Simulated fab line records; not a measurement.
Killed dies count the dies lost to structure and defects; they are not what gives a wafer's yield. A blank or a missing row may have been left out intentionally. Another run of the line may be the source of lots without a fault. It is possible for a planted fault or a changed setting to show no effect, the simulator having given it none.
Which tool did it? / flow sky130 / 36 wafers from 12 lots sampled at 5 of the route's 708 steps

WHAT EACH GAUGE READ, for each wafer
SKY_NWELL_TW_MEAS_26. Usual: NWELL_2_TW typically reads 494.8, with standard deviation 2.5.
lot=L777; measured=day 5 10:43; on=film_metro-03; NWELL_2_TW=496.3 495.4 495.3; flag=
lot=L778; measured=day 5 17:52; on=film_metro-03; NWELL_2_TW=494.0 492.8 493.2; flag=
lot=L779; measured=day 6 08:11; on=film_metro-02; NWELL_2_TW=494.0 493.7 493.5; flag=
lot=L780; measured=day 6 08:24; on=film_metro-01; NWELL_2_TW=493.0 489.3 491.4; flag=
lot=L781; measured=day 6 08:32; on=film_metro-02; NWELL_2_TW=493.0 495.5 495.4; flag=
lot=L782; measured=day 6 23:23; on=film_metro-03; NWELL_2_TW=495.6 495.7 496.5; flag=
lot=L784; measured=day 7 02:46; on=film_metro-02; NWELL_2_TW=493.3 491.4 494.2; flag=
lot=L794; measured=day 9 17:55; on=film_metro-01; NWELL_2_TW=495.7 493.1 492.6; flag=
lot=L795; measured=day 9 21:52; on=film_metro-02; NWELL_2_TW=498.0 497.6 499.2; flag=
lot=L796; measured=day 10 07:07; on=film_metro-01; NWELL_2_TW=496.0 492.4 495.5; flag=
lot=L798; measured=day 10 15:11; on=film_metro-02; NWELL_2_TW=501.4 500.6 499.5; flag=
lot=L799; measured=day 10 21:50; on=film_metro-03; NWELL_2_TW=491.7 492.8 494.0; flag=

SKY_SONOS_TUNNEL_CD_MEAS_07 targets a cd of 410 nm. Usual: cd_nm 410.0 nm, standard deviation 2.3.
lot=L777; measured=day 11 14:01; on=cd_sem-02; cd_nm (nm)=408.5 410.3 408.1; flag=
lot=L778; measured=day 11 20:53; on=cd_sem-02; cd_nm (nm)=409.0 407.5 406.6; flag=
lot=L779; measured=day 12 18:03; on=cd_sem-02; cd_nm (nm)=411.1 409.3 410.1; flag=
lot=L780; measured=day 12 18:25; on=cd_sem-01; cd_nm (nm)=407.9 410.4 410.4; flag=
lot=L781; measured=day 12 20:52; on=cd_sem-02; cd_nm (nm)=411.8 413.3 413.4; flag=
lot=L782; measured=day 13 13:06; on=cd_sem-02; cd_nm (nm)=408.6 407.2 411.3; flag=
lot=L784; measured=day 13 20:16; on=cd_sem-02; cd_nm (nm)=411.0 412.6 411.9; flag=
lot=L794; measured=day 17 04:10; on=cd_sem-01; cd_nm (nm)=405.4 406.8 407.9; flag=
lot=L795; measured=day 17 08:02; on=cd_sem-02; cd_nm (nm)=408.7 409.9 408.3; flag=
lot=L796; measured=day 17 22:05; on=cd_sem-02; cd_nm (nm)=412.3 414.5 413.6; flag=
lot=L798; measured=day 18 06:01; on=cd_sem-01; cd_nm (nm)=411.4 411.1 413.0; flag=
lot=L799; measured=day 18 16:34; on=cd_sem-01; cd_nm (nm)=406.9 407.3 408.5; flag=

SKY_SONOS_ONO_THK_MEAS_01. Usual: SONOS_ONO_OXIDATION_THK typically reads 2.60 nm, with standard deviation 0.055.
lot=L777; measured=day 11 16:23; on=film_metro-04; SONOS_ONO_OXIDATION_THK (nm)=2.58 2.56 2.60; flag=
lot=L778; measured=day 12 01:30; on=film_metro-04; SONOS_ONO_OXIDATION_THK (nm)=2.61 2.60 2.66; flag=
lot=L779; measured=day 12 21:05; on=film_metro-01; SONOS_ONO_OXIDATION_THK (nm)=1.70 1.69 1.63; flag=OFF
lot=L780; measured=day 12 21:07; on=film_metro-04; SONOS_ONO_OXIDATION_THK (nm)=1.65 1.68 1.70; flag=OFF
lot=L781; measured=day 12 23:36; on=film_metro-03; SONOS_ONO_OXIDATION_THK (nm)=1.66 1.64 1.62; flag=OFF
lot=L782; measured=day 13 16:17; on=film_metro-03; SONOS_ONO_OXIDATION_THK (nm)=2.62 2.62 2.63; flag=
lot=L784; measured=day 13 23:24; on=film_metro-01; SONOS_ONO_OXIDATION_THK (nm)=2.54 2.53 2.49; flag=
lot=L794; measured=day 17 06:38; on=film_metro-04; SONOS_ONO_OXIDATION_THK (nm)=2.69 2.68 2.68; flag=
lot=L795; measured=day 17 10:36; on=film_metro-01; SONOS_ONO_OXIDATION_THK (nm)=2.62 2.70 2.65; flag=
lot=L796; measured=day 18 00:22; on=film_metro-04; SONOS_ONO_OXIDATION_THK (nm)=2.60 2.58 2.65; flag=
lot=L798; measured=day 18 08:00; on=film_metro-04; SONOS_ONO_OXIDATION_THK (nm)=2.55 2.66 2.60; flag=
lot=L799; measured=day 18 19:47; on=film_metro-03; SONOS_ONO_OXIDATION_THK (nm)=2.64 2.63 2.60; flag=

SKY_GATE_OXIDE_OVL_MEAS_10. Usual: GATE_OXIDE_OVL typically reads 0.6 nm, with standard deviation 1.5.
lot=L777; measured=day 14 01:51; on=overlay-01; GATE_OXIDE_OVL (nm)=2.3 3.5 2.5; flag=
lot=L778; measured=day 14 10:00; on=overlay-01; GATE_OXIDE_OVL (nm)=3.0 3.2 0.9; flag=
lot=L779; measured=day 15 04:37; on=overlay-02; GATE_OXIDE_OVL (nm)=-1.4 -1.4 0.2; flag=
lot=L780; measured=day 15 05:48; on=overlay-01; GATE_OXIDE_OVL (nm)=2.3 2.0 0.9; flag=
lot=L781; measured=day 15 08:52; on=overlay-01; GATE_OXIDE_OVL (nm)=1.6 2.1 0.1; flag=
lot=L782; measured=day 16 05:50; on=overlay-01; GATE_OXIDE_OVL (nm)=0.7 -2.1 0.5; flag=
lot=L784; measured=day 16 13:24; on=overlay-01; GATE_OXIDE_OVL (nm)=0.6 0.5 0.4; flag=
lot=L794; measured=day 19 23:59; on=overlay-02; GATE_OXIDE_OVL (nm)=1.1 1.2 1.2; flag=
lot=L795; measured=day 20 03:22; on=overlay-01; GATE_OXIDE_OVL (nm)=2.5 1.4 2.0; flag=
lot=L796; measured=day 20 19:07; on=overlay-01; GATE_OXIDE_OVL (nm)=0.4 2.6 0.2; flag=
lot=L798; measured=day 21 01:02; on=overlay-01; GATE_OXIDE_OVL (nm)=0.8 1.0 -1.2; flag=
lot=L799; measured=day 21 17:49; on=overlay-01; GATE_OXIDE_OVL (nm)=1.3 0.9 1.5; flag=

WHICH TOOL RAN EACH LOT (tool, then ch and the chambers of the sampled wafers, then the start)
lot=L777; SKY_SONOS_ONO_OXIDATION_00=furnace-01 ch 0, day 11 15:03
lot=L778; SKY_SONOS_ONO_OXIDATION_00=furnace-01 ch 0, day 12 00:10
lot=L779; SKY_SONOS_ONO_OXIDATION_00=furnace-01 ch 0, day 12 19:44
lot=L780; SKY_SONOS_ONO_OXIDATION_00=furnace-01 ch 0, day 12 19:44
lot=L781; SKY_SONOS_ONO_OXIDATION_00=furnace-01 ch 0, day 12 22:15
lot=L782; SKY_SONOS_ONO_OXIDATION_00=furnace-02 ch 0, day 13 14:56
lot=L784; SKY_SONOS_ONO_OXIDATION_00=furnace-02 ch 0, day 13 22:02
lot=L794; SKY_SONOS_ONO_OXIDATION_00=furnace-02 ch 0, day 17 05:17
lot=L795; SKY_SONOS_ONO_OXIDATION_00=furnace-01 ch 0, day 17 09:14
lot=L796; SKY_SONOS_ONO_OXIDATION_00=furnace-02 ch 0, day 17 22:59
lot=L798; SKY_SONOS_ONO_OXIDATION_00=furnace-01 ch 0, day 18 06:38
lot=L799; SKY_SONOS_ONO_OXIDATION_00=furnace-01 ch 0, day 18 18:25
- SKY_SONOS_ONO_OXIDATION_00: stabilise 600 s, purge 300 s, target thk 2.6 nm.

AS READ BY THE TOOLS THEMSELVES (means over the sampled wafers that have a number; for cases with no such wafer, the mark the record gives instead)
SKY_SONOS_ONO_OXIDATION_00. Usual: for spike_tc_bottom_C, 819.9 C with a standard deviation of 2.3; for spike_tc_centre_C, 800.2 C with a standard deviation of 1.3; for spike_tc_lower_C, 801.0 C with a standard deviation of 1.6; for spike_tc_top_C, 813 C with a standard deviation of 4; for spike_tc_upper_C, 799.6 C with a standard deviation of 1.2; for tube_center_temp_C, 800 C with a standard deviation of 0.076; for tube_center_temp_C_max, 802.0 with a standard deviation of 0.33.
lot=L777; tool=furnace-01; spike_tc_bottom_C (C)=818.2; spike_tc_centre_C (C)=798.6; spike_tc_lower_C (C)=799.6; spike_tc_top_C (C)=818; spike_tc_upper_C (C)=799.4; tube_center_temp_C (C)=800; tube_center_temp_C_max=801.9; flag=
lot=L778; tool=furnace-01; spike_tc_bottom_C (C)=817.6; spike_tc_centre_C (C)=798.6; spike_tc_lower_C (C)=799.7; spike_tc_top_C (C)=817; spike_tc_upper_C (C)=799.2; tube_center_temp_C (C)=800; tube_center_temp_C_max=801.9; flag=
lot=L779; tool=furnace-01; spike_tc_bottom_C (C)=787.8; spike_tc_centre_C (C)=769.4; spike_tc_lower_C (C)=770.4; spike_tc_top_C (C)=789; spike_tc_upper_C (C)=769.2; tube_center_temp_C (C)=770; tube_center_temp_C_max=772.3; flag=OFF
lot=L780; tool=furnace-01; spike_tc_bottom_C (C)=788.6; spike_tc_centre_C (C)=769.3; spike_tc_lower_C (C)=770.1; spike_tc_top_C (C)=789; spike_tc_upper_C (C)=770.0; tube_center_temp_C (C)=770; tube_center_temp_C_max=772.5; flag=OFF
lot=L781; tool=furnace-01; spike_tc_bottom_C (C)=788.0; spike_tc_centre_C (C)=770.0; spike_tc_lower_C (C)=770.5; spike_tc_top_C (C)=787; spike_tc_upper_C (C)=769.5; tube_center_temp_C (C)=770; tube_center_temp_C_max=773.1; flag=OFF
lot=L782; tool=furnace-02; spike_tc_bottom_C (C)=822.3; spike_tc_centre_C (C)=801.3; spike_tc_lower_C (C)=802.7; spike_tc_top_C (C)=810; spike_tc_upper_C (C)=801.0; tube_center_temp_C (C)=800; tube_center_temp_C_max=802.3; flag=
lot=L784; tool=furnace-02; spike_tc_bottom_C (C)=821.7; spike_tc_centre_C (C)=801.6; spike_tc_lower_C (C)=802.7; spike_tc_top_C (C)=810; spike_tc_upper_C (C)=800.2; tube_center_temp_C (C)=800; tube_center_temp_C_max=802.4; flag=
lot=L794; tool=furnace-02; spike_tc_bottom_C (C)=822.5; spike_tc_centre_C (C)=800.8; spike_tc_lower_C (C)=801.6; spike_tc_top_C (C)=809; spike_tc_upper_C (C)=801.1; tube_center_temp_C (C)=800; tube_center_temp_C_max=802.1; flag=
lot=L795; tool=furnace-01; spike_tc_bottom_C (C)=817.0; spike_tc_centre_C (C)=799.0; spike_tc_lower_C (C)=798.9; spike_tc_top_C (C)=817; spike_tc_upper_C (C)=798.1; tube_center_temp_C (C)=800; tube_center_temp_C_max=801.7; flag=
lot=L796; tool=furnace-02; spike_tc_bottom_C (C)=821.7; spike_tc_centre_C (C)=801.1; spike_tc_lower_C (C)=800.7; spike_tc_top_C (C)=810; spike_tc_upper_C (C)=801.0; tube_center_temp_C (C)=800; tube_center_temp_C_max=802.0; flag=
lot=L798; tool=furnace-01; spike_tc_bottom_C (C)=817.4; spike_tc_centre_C (C)=800.1; spike_tc_lower_C (C)=799.1; spike_tc_top_C (C)=817; spike_tc_upper_C (C)=799.9; tube_center_temp_C (C)=800; tube_center_temp_C_max=802.1; flag=
lot=L799; tool=furnace-01; spike_tc_bottom_C (C)=818.0; spike_tc_centre_C (C)=799.4; spike_tc_lower_C (C)=799.8; spike_tc_top_C (C)=817; spike_tc_upper_C (C)=797.6; tube_center_temp_C (C)=800; tube_center_temp_C_max=801.7; flag=

THE ANSWER, worked out from the rows above alone
Rule: a lot counts as off when the mean over its wafers that have a number is more than 3 standard deviations away from the usual mean. A lot without any number at a reading at which 4 lots or more have one is off too. All remaining lots with rows at the step are treated as sound. First the gauges in route order, then the tools' own readings, where a lot's mean is used as printed above. The first step at which some lot is off is used, and at that step the reading that is off furthest; a lot without a number counts as furthest.
Off: at SKY_SONOS_ONO_THK_MEAS_01 (SONOS_ONO_OXIDATION_THK), L779, L780, L781.
A tool fits if, at a process step before that reading, it ran every lot that is off, and no sound lot after the first of them. The gauges at SKY_SONOS_ONO_THK_MEAS_01 aren't tried: what is off there is off at SKY_SONOS_ONO_OXIDATION_00 too, on other tools, and a gauge's error can't cause that. Not one of the candidates tried fits.

WHAT THE SIMULATOR HAD PUT IN
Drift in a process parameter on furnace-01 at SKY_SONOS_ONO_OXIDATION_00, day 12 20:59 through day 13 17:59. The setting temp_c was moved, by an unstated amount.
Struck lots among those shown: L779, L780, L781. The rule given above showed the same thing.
